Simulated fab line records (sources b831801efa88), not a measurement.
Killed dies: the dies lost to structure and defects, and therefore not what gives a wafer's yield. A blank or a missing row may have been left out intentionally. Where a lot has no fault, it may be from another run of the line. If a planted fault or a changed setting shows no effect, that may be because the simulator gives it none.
Matching of chambers + flow sky130 + cmp-01 running SKY_CONTACT_CMP_27: 4 sister chambers
The step polishes, stops on SiO2, t overpolish 15 s, target thk 0 nm. 4 wafers are shown with their chamber, then 8 later ones without.

== EACH WAFER AND ITS CHAMBER ==
| wafer  | chamber | motorCurrentA (A) |
|--------|---------|-------------------|
| L077.1 | 1       | 12.6              |
| L092.1 | 2       | 10.9              |
| L092.3 | 3       | 8.6               |
| L093.1 | 0       | 10.5              |

== WAFERS MISSING THEIR CHAMBER ==
| wafer  | motorCurrentA (A) |
|--------|-------------------|
| L093.3 | 12.4              |
| L093.4 | 10.9              |
| L095.1 | 10.8              |
| L095.2 | 9.1               |
| L095.5 | 10.4              |
| L097.1 | 9.4               |
| L097.5 | 13.2              |
| L097.6 | 10.5              |

== WHICH CHAMBER EACH WENT THROUGH ==
| wafer  | from the rows above          | in truth |
|--------|------------------------------|----------|
| L093.3 | 1                            | 1        |
| L093.4 | can't be placed: 2 or 0      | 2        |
| L095.1 | can't be placed: 2 or 0      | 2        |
| L095.2 | 3                            | 3        |
| L095.5 | can't be placed: 0 or 2      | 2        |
| L097.1 | can't be placed: 3 or 0 or 2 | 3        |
| L097.5 | 1                            | 1        |
| L097.6 | can't be placed: 0 or 2      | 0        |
Correctly placed: 3 of 8. Not placeable from these rows: 5 (in 5, the candidates include the true chamber). 0 placed wrongly.
How it was worked out, from the rows above alone: a wafer's distance from a chamber is the root of the sum, over the readings, of the square of ((its reading less the chamber's mean) divided by the reading's scatter). The wafer belongs to the nearest chamber; if the next one is less than 2 further off, it can't be placed. A chamber's mean is the mean of its shown wafers. The scatter: with one shown wafer a chamber, the root of the mean of the squares of how far each hidden wafer lies from its nearest shown one.
